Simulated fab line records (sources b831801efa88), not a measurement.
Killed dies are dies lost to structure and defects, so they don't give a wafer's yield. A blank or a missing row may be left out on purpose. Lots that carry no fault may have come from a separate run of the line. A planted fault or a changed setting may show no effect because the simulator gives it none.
fab line records -- flow sky130
[record] lots = 12, wafers = 35, last_day = 50
route steps=708 shown CAP2M@607 METAL5@675 PASSIVATION@693 PAD_OPEN@695
lots untouched by any fault: they come from a run of this same line in which no faults occurred
start_h: start of the lot's first displayed wafer, in hours after the record's first day -- wait_h: hours since the lot's step before -- " identical to the entry in the row above -- L1.1+2: several wafers, shown together as one row -- - either no value or no given start -- * or withheld: withheld -- < > ~ a bound
route shown NAME@n: names a module that has steps shown in the file, with the first one's number in the route -- usual: mean and standard deviation over wafers with no fault -- same: alike in all rows -- chamber/n: place in a boat -- sites: per-site readings -- _std_site: standard deviation of those values -- _edge_site: mean of outer sites minus mean of inner sites -- radius_mm: how far each site lies from the wafer's centre -- mask NAME#n: copy n -- behind: tool/chamber where the wafer was last shaped -- hold: cause of the lot's hold/its duration in hours/its outcome -- device: the n, p or np transistor that did not switch -- end of line: tests run on the same wafers once the route is complete -- for a step that has no rows: nothing shown but its recipe -- killed: at the first sort, the dies lost to defects and structure; wafer yield is something else -- map: per-die view of a wafer (x killed, . not killed, _ where there is no die)
set.NAME: the setting the step ran with; set.NAME@STEP: the setting that earlier step ran with -- model.NAME: the simulator's own value behind a step, which no gauge read
one table for each step of the route and one row for each wafer, over a sample of lots
services: a tool's chamber out of use, with start hour (start_h, from the record's first day; less than 0 if before it), hours out, and reason
[[steps]]
[step SKY_CAP2M_THK_MEAS_04]
[recipe] thk_meas_gauge = xrf, reads = TiN_of_CAP2M_SPUTTER_02
[usual] CAP2M_TIN_THK = 202.3/2.7
lot.wafer,tool,chamber,start_h,wait_h,CAP2M_TIN_THK[nm]
L108.1,film_metro-01,-,940.71,0.1,199.1
L108.3,film_metro-01,-,940.71,0.1,204.3
L108.4,film_metro-01,-,940.71,0.1,203.8
L112.1,film_metro-01,-,969.26,0.1,203.7
L112.2,film_metro-01,-,969.26,0.1,200.5
L112.4,film_metro-01,-,969.26,0.1,199.3
L110.1,film_metro-04,-,969.61,0.1,200.3
L110.2,film_metro-04,-,969.61,0.1,199.3
L110.6,film_metro-04,-,969.61,0.1,197.8
L111.3,film_metro-04,-,972.51,0.1,201.6
L111.4,film_metro-04,-,972.51,0.1,200.4
L111.5,film_metro-04,-,972.51,0.1,200.5
L114.1,film_metro-01,-,984.69,0.1,200.6
L114.4,film_metro-01,-,984.69,0.1,201.8
L114.6,film_metro-01,-,984.69,0.1,202.4
L115.2,film_metro-02,-,989.16,0.1,203.0
L115.3,film_metro-02,-,989.16,0.1,205.9
L115.5,film_metro-02,-,989.16,0.1,200.2
L116.1,film_metro-02,-,996.86,0.1,204.0
L116.3,film_metro-02,-,996.86,0.1,203.2
L116.5,film_metro-02,-,996.86,0.1,205.6
L123.2,film_metro-01,-,1041.55,0.1,200.4
L123.5,film_metro-01,-,1041.55,0.1,203.1
L125.1,film_metro-01,-,1050.91,0.1,204.6
L125.2,film_metro-01,-,1050.91,0.1,206.5
L125.5,film_metro-01,-,1050.91,0.1,205.2
L126.2,film_metro-02,-,1055.21,0.1,207.4
L126.3,film_metro-02,-,1055.21,0.1,203.1
L126.6,film_metro-02,-,1055.21,0.1,203.6
L127.3,film_metro-04,-,1069.97,0.1,200.0
L127.4,film_metro-04,-,1069.97,0.1,199.7
L127.5,film_metro-04,-,1069.97,0.1,202.9
L128.2,film_metro-02,-,1078.44,0.1,208.0
L128.3,film_metro-02,-,1078.44,0.1,206.2
L128.6,film_metro-02,-,1078.44,0.1,207.9
[step SKY_METAL5_DESCUM_14]
[recipe] chemistry = O2, source_power_w = 150, bias_power_w = 0, pressure_mtorr = 10, temp_c = 40, time_s = 11
[usual] drypump_motor_current_A = 5.2/0.36, oes_product_au = 1.000/0.0072, rf_fwd_power_W = 147.2/0.65
lot.wafer,tool,chamber,start_h,wait_h,drypump_motor_current_A,oes_product_au,rf_fwd_power_W,rf_hours_counter_h
L108.1,rie_metal-01,1,1038.91,0.1,5.0,0.996,147.7,23
L108.3,rie_metal-01,0,1038.91,0.1,6.0,1.008,147.0,-
L108.4,rie_metal-01,1,1038.91,0.1,5.0,0.996,147.8,-
L112.1,rie_metal-03,0,1063.11,0.1,5.4,1.003,146.3,15
L112.2,rie_metal-03,0,1063.11,0.1,5.4,0.999,146.2,-
L112.4,rie_metal-03,0,1063.11,0.1,5.4,1.006,146.7,-
L110.1,rie_metal-01,1,1063.41,0.1,5.0,0.994,147.5,24
L110.2,rie_metal-01,0,1063.41,0.1,5.9,1.006,147.2,2
L110.6,rie_metal-01,0,1063.41,0.1,6.0,1.010,147.3,-
L111.3,rie_metal-04,0,1067.09,0.1,4.9,1.004,147.9,-
L111.4,rie_metal-04,1,1067.09,0.1,4.7,1.020,147.1,-
L111.5,rie_metal-04,0,1067.09,0.1,4.9,1.009,148.0,-
L114.1,rie_metal-04,1,1077.82,0.1,4.7,1.007,146.7,18
L114.4,rie_metal-04,1,1077.82,0.1,4.7,1.006,147.3,-
L114.6,rie_metal-04,0,1077.82,0.1,4.9,1.005,148.5,-
L115.2,rie_metal-03,0,1082.62,0.1,5.4,0.995,147.0,-
L115.3,rie_metal-03,0,1082.62,0.1,5.3,1.000,146.9,-
L115.5,rie_metal-03,0,1082.62,0.1,5.4,0.996,146.7,-
L116.1,rie_metal-04,1,1089.22,0.1,4.7,1.004,147.7,18
L116.3,rie_metal-04,1,1089.22,0.1,4.7,0.996,147.4,-
L116.5,rie_metal-04,1,1089.22,0.1,4.7,1.005,147.7,-
L123.2,rie_metal-03,0,1127.87,0.1,5.4,0.990,147.4,-
L123.5,rie_metal-03,0,1127.87,0.1,5.4,0.997,145.8,-
L125.1,rie_metal-04,1,1136.41,0.1,4.7,0.998,147.0,22
L125.2,rie_metal-04,0,1136.41,0.1,4.9,0.996,148.2,23
L125.5,rie_metal-04,0,1136.41,0.1,4.9,0.998,147.8,-
L126.2,rie_metal-01,1,1140.87,0.1,5.0,0.995,146.7,0
L126.3,rie_metal-01,1,1140.87,0.1,5.0,0.995,147.0,-
L126.6,rie_metal-01,1,1140.87,0.1,5.0,0.994,147.9,-
L127.3,rie_metal-03,0,1150.78,0.1,5.4,1.001,147.2,-
L127.4,rie_metal-03,0,1150.78,0.1,5.4,1.006,146.9,-
L127.5,rie_metal-03,0,1150.78,0.1,5.4,1.006,147.1,-
L128.2,rie_metal-03,0,1160.64,0.1,5.4,0.997,145.6,-
L128.3,rie_metal-03,0,1160.64,0.1,5.4,1.003,146.3,-
L128.6,rie_metal-03,0,1160.64,0.1,5.4,1.009,146.1,-
[step SKY_PASSIVATION_STRIP_12]
[recipe] chemistry = O2/N2, power_w = 1400, pressure_mtorr = 1500, platen_temp_c = withheld, overash_fraction = 0.7, o2_flow_sccm = 3000, n2_flow_sccm = 300
[usual] drypump_motor_current_A = 5.5/0.47, oes_product_au = 0.661/0.0051, strip_time_to_endpoint_s = 31.54/0.12
[same] overash_fraction = 0.7
lot.wafer,tool,chamber,start_h,wait_h,drypump_motor_current_A,oes_product_au,rf_hours_counter_h,strip_time_to_endpoint_s
L108.1,plasma_asher-01,1,1062.03,0.1,5.1,0.662,32,31.60
L108.3,plasma_asher-01,1,1062.03,0.1,5.1,0.657,-,31.68
L108.4,plasma_asher-01,0,1062.03,0.1,4.9,0.658,-,31.42
L112.1,plasma_asher-02,0,1086.28,0.1,6.3,0.662,65,31.33
L112.2,plasma_asher-02,1,1086.28,0.1,5.6,0.662,65,31.43
L112.4,plasma_asher-02,0,1086.28,0.1,6.3,0.666,-,31.46
L110.1,plasma_asher-03,1,1086.59,0.1,5.3,0.663,2,31.40
L110.2,plasma_asher-03,0,1086.59,0.1,5.5,0.657,2,31.51
L110.6,plasma_asher-03,1,1086.59,0.1,5.3,0.661,-,31.38
L111.3,plasma_asher-01,0,1088.66,0.1,4.9,0.668,-,31.63
L111.4,plasma_asher-01,1,1088.66,0.1,5.1,0.665,-,31.71
L111.5,plasma_asher-01,1,1088.66,0.1,5.1,0.663,-,31.64
L114.1,plasma_asher-02,1,1099.94,0.1,5.6,0.672,67,31.51
L114.4,plasma_asher-02,1,1099.94,0.1,5.6,0.660,-,31.50
L114.6,plasma_asher-02,0,1099.94,0.1,6.3,0.657,-,31.46
L115.2,plasma_asher-01,0,1103.68,0.1,4.9,0.664,37,31.44
L115.3,plasma_asher-01,1,1103.68,0.1,5.1,0.664,-,31.56
L115.5,plasma_asher-01,1,1103.68,0.1,5.1,0.674,-,31.60
L116.1,plasma_asher-01,1,1110.88,0.1,5.1,0.670,37,31.64
L116.3,plasma_asher-01,0,1110.88,0.1,4.9,0.669,-,31.53
L116.5,plasma_asher-01,1,1110.88,0.1,5.1,0.656,-,31.59
L123.2,plasma_asher-03,1,1147.99,0.1,5.4,0.665,8,31.55
L123.5,plasma_asher-03,1,1147.99,0.1,5.4,0.658,-,31.57
L125.1,plasma_asher-02,0,1156.28,0.1,6.3,0.660,72,31.47
L125.2,plasma_asher-02,1,1156.28,0.1,5.6,0.661,72,31.22
L125.5,plasma_asher-02,0,1156.28,0.1,6.3,0.661,-,31.44
L126.2,plasma_asher-01,1,1160.43,0.1,5.1,0.666,42,31.34
L126.3,plasma_asher-01,0,1160.43,0.1,4.9,0.663,-,31.58
L126.6,plasma_asher-01,0,1160.43,0.1,4.9,0.659,-,31.55
L127.3,plasma_asher-02,1,1169.36,0.1,5.6,0.659,-,31.68
L127.4,plasma_asher-02,0,1169.36,0.1,6.3,0.658,-,31.67
L127.5,plasma_asher-02,0,1169.36,0.1,6.4,0.662,-,31.47
L128.2,plasma_asher-01,1,1179.34,0.1,5.1,0.657,44,31.53
L128.3,plasma_asher-01,1,1179.34,0.1,5.1,0.665,-,31.75
L128.6,plasma_asher-01,0,1179.34,0.1,4.9,0.670,-,31.58
[step SKY_PAD_OPEN_HMDS_01]
[recipe] prime_time_s = 60, prime_temp_c = 120
[usual] exhaust_pa = 45.2/1, prime_temp_c = 120.00/0.12, resist_line_temp_C = 22.97/0.088
lot.wafer,tool,chamber,start_h,wait_h,exhaust_pa,prime_temp_c,resist_line_temp_C
L108.1,litho_track-03,0,1072.28,0.1,44.2,120.24,22.90
L108.3,litho_track-03,0,1072.28,0.1,44.3,119.88,22.84
L108.4,litho_track-03,0,1072.28,0.1,45.4,119.93,22.85
L112.1,litho_track-01,0,1096.27,0.1,46.8,119.97,22.94
L112.2,litho_track-01,0,1096.27,0.1,47.5,119.75,22.92
L112.4,litho_track-01,0,1096.27,0.1,47.1,119.99,23.04
L110.1,litho_track-02,0,1096.51,0.1,45.4,119.95,22.95
L110.2,litho_track-02,0,1096.51,0.1,45.5,120.17,22.90
L110.6,litho_track-02,0,1096.51,0.1,46.1,119.96,22.95
L111.3,litho_track-01,0,1097.92,0.1,46.1,119.89,23.03
L111.4,litho_track-01,0,1097.92,0.1,46.4,120.02,22.88
L111.5,litho_track-01,0,1097.92,0.1,45.9,120.15,23.12
L114.1,litho_track-02,0,1110.31,0.1,45.2,120.00,23.05
L114.4,litho_track-02,0,1110.31,0.1,45.2,119.89,23.15
L114.6,litho_track-02,0,1110.31,0.1,46.7,120.16,23.26
L115.2,litho_track-03,0,1114.16,0.1,46.3,119.95,22.97
L115.3,litho_track-03,0,1114.16,0.1,46.2,119.93,22.96
L115.5,litho_track-03,0,1114.16,0.1,45.8,119.94,22.95
L116.1,litho_track-01,0,1119.67,0.1,45.9,119.95,22.97
L116.3,litho_track-01,0,1119.67,0.1,46.3,120.12,22.95
L116.5,litho_track-01,0,1119.67,0.1,46.7,120.17,22.93
L123.2,litho_track-03,0,1157.01,0.1,42.7,112.68,22.89
L123.5,litho_track-03,0,1157.01,0.1,45.6,112.81,22.94
L125.1,litho_track-03,0,1163.88,0.1,43.7,113.08,22.81
L125.2,litho_track-03,0,1163.88,0.1,44.0,112.85,23.03
L125.5,litho_track-03,0,1163.88,0.1,44.0,113.08,23.05
L126.2,litho_track-03,0,1168.26,0.1,43.7,112.96,22.93
L126.3,litho_track-03,0,1168.26,0.1,44.5,112.94,23.15
L126.6,litho_track-03,0,1168.26,0.1,43.8,112.97,22.99
L127.3,litho_track-02,0,1177.56,0.1,44.6,120.11,22.97
L127.4,litho_track-02,0,1177.56,0.1,44.2,119.91,23.11
L127.5,litho_track-02,0,1177.56,0.1,44.2,120.04,23.07
L128.2,litho_track-02,0,1186.29,0.1,45.8,119.84,22.81
L128.3,litho_track-02,0,1186.29,0.1,44.5,120.12,23.01
L128.6,litho_track-02,0,1186.29,0.1,44.4,119.95,23.07
[step SKY_PAD_OPEN_PROBE_99]
[usual] defect_limited_yield = 83.0/2, killed_at_M0_to_M3 = 43/7.1, killed_at_M4_up = 3.1/1.7, killed_at_contacts = 23/5.1, killed_at_front_end = 14/4.4, killed_at_other = 0.3/0.47, killed_dies = 84/9.9, killed_open = 45/6.6, killed_short = 38/6.8, sort_bin_3_pad_short = 0.8/0.4, sort_bin_5_function = 10.1/1.4, sort_bin_6_memory = 6.1/1.2, sort_n_pass = 408/9.9, sort_yield_pct = 83.0/2
[same] gross_dies = 492, killed_at_back_side = 0, sort_bin_4_leakage[%] = 0, sort_bin_8_speed[%] = 0
lot.wafer,tool,chamber,start_h,wait_h,defect_limited_yield[%],killed_at_M0_to_M3,killed_at_M4_up,killed_at_contacts,killed_at_front_end,killed_at_other,killed_dies,killed_open,killed_short,sort_bin_3_pad_short[%],sort_bin_5_function[%],sort_bin_6_memory[%],sort_n_pass,sort_yield_pct[%]
L123.2,prober-01,-,1167.96,0.1,80.1,52,1,33,12,0,98,52,46,1.2,12.4,6.3,394,80.1
L123.5,prober-01,-,1168.11,0.2,80.9,52,8,20,13,1,94,50,44,0.2,10.8,8.1,398,80.9
L125.1,prober-02,-,1175.85,0.1,83.3,39,3,22,18,0,82,43,39,0.6,10.2,5.9,410,83.3
L125.2,prober-02,-,1175.90,0.1,83.7,42,2,21,14,1,80,47,33,0.6,11.6,4.1,412,83.7
L125.5,prober-02,-,1176.05,0.2,83.7,40,1,24,15,0,80,55,25,0.6,8.9,6.7,412,83.7
L126.2,prober-02,-,1179.64,0.1,85.2,38,1,25,9,0,73,47,26,0,8.7,6.1,419,85.2
L126.3,prober-02,-,1179.69,0.2,85.0,31,7,21,15,0,74,44,30,0.6,9.8,4.7,418,85.0
L126.6,prober-02,-,1179.84,0.2,80.5,47,6,31,12,0,96,51,45,0,12.0,7.5,396,80.5
// killed by level:class
L123.2 CONTACT:geometric_particle:open=13 VIA1:geometric_particle:open=9 METAL1:geometric_particle:short=9 METAL2:geometric_particle:short=8 LI_CONTACT:geometric_particle:open=7 VIA3:geometric_particle:open=7 POLY_GATE:geometric_particle:open=6 LOCAL_INTERCONNECT:geometric_particle:short=5
L123.5 CONTACT:geometric_particle:open=11 VIA3:geometric_particle:open=11 METAL2:geometric_particle:short=7 METAL1:geometric_particle:short=6 VIA3:geometric_particle:short=6 VIA1:geometric_particle:open=5 FIELD_ISO:geometric_particle:open=4 POLY_GATE:geometric_particle:short=4
L125.1 VIA1:geometric_particle:open=11 CONTACT:geometric_particle:open=7 LOCAL_INTERCONNECT:geometric_particle:short=6 FIELD_ISO:geometric_particle:short=5 POLY_GATE:geometric_particle:short=4 LI_CONTACT:geometric_particle:open=4 CONTACT:geometric_particle:short=4 VIA1:geometric_particle:short=4
L125.2 VIA1:geometric_particle:open=9 VIA3:geometric_particle:open=8 LI_CONTACT:geometric_particle:open=7 POLY_GATE:geometric_particle:open=5 CONTACT:geometric_particle:open=5 METAL2:geometric_particle:short=4 SPACER:geometric_particle:short=4 METAL1:geometric_particle:short=4
L125.5 VIA1:geometric_particle:open=14 CONTACT:geometric_particle:open=11 VIA2:geometric_particle:open=10 FIELD_ISO:geometric_particle:open=5 LI_CONTACT:geometric_particle:open=5 LOCAL_INTERCONNECT:geometric_particle:short=4 FIELD_ISO:geometric_particle:short=3 VIA3:geometric_particle:short=3
L126.2 VIA1:geometric_particle:open=12 CONTACT:geometric_particle:open=9 VIA2:geometric_particle:open=8 LI_CONTACT:geometric_particle:open=7 METAL1:geometric_particle:short=4 LOCAL_INTERCONNECT:geometric_particle:short=3 CONTACT:geometric_particle:short=3 VIA1:geometric_particle:short=3
L126.3 VIA1:geometric_particle:open=9 CONTACT:geometric_particle:open=8 LOCAL_INTERCONNECT:geometric_particle:short=6 POLY_GATE:geometric_particle:short=5 LI_CONTACT:geometric_particle:open=5 POLY_GATE:geometric_particle:open=4 VIA1:geometric_particle:short=4 FIELD_ISO:geometric_particle:open=3
L126.6 VIA1:geometric_particle:open=16 CONTACT:geometric_particle:open=12 METAL1:geometric_particle:short=7 CONTACT:geometric_particle:short=6 VIA2:geometric_particle:short=5 FIELD_ISO:geometric_particle:open=4 LI_CONTACT:geometric_particle:open=4 POLY_GATE:geometric_particle:short=4
[[services]]
tool,chamber,start_h,hours,kind
rie_metal-01,0,1032.29,6.4,repair
rie_metal-03,-,1047.51,0.3,repair
rie_metal-03,1,1053.22,110.0,repair
plasma_asher-03,-,1055.25,9.0,pm
plasma_asher-03,0,1055.25,9.0,vent_cycle
plasma_asher-03,1,1055.25,9.0,vent_cycle
plasma_asher-03,0,1064.25,-,clean
plasma_asher-03,1,1064.25,-,clean
plasma_asher-03,-,1079.78,0.3,repair
plasma_asher-03,-,1089.65,1.3,repair
rie_metal-01,1,1115.26,-,clean
rie_metal-01,1,1115.26,-,consumable_replace:focus_ring
rie_metal-01,1,1115.26,23.7,scheduled_down
rie_metal-01,1,1115.26,23.7,vent_cycle
plasma_asher-03,-,1124.73,2.8,pm
rie_metal-03,0,1161.74,1.8,repair
[[key]]
[first_sign] step = SKY_PAD_OPEN_HMDS_01, reading = prime_temp_c, direction = down, sigmas = 57, usual = *, struck = *
effect none on later readings
met_at SKY_PAD_OPEN_HMDS_01
struck_lots L123,L125,L126
not_acting_at SKY_CAP2M_THK_MEAS_04,SKY_METAL5_DESCUM_14,SKY_PASSIVATION_STRIP_12
onset_between 1114.16 1157.01
[fault] kind = process_parameter_drift, tool = litho_track-03, chamber = -, onset_h = 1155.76, steps = SKY_PAD_OPEN_HMDS_01, channel = prime_temp_c, offset = *, shape = step, end_h = 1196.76, acts_in = *, stated = *
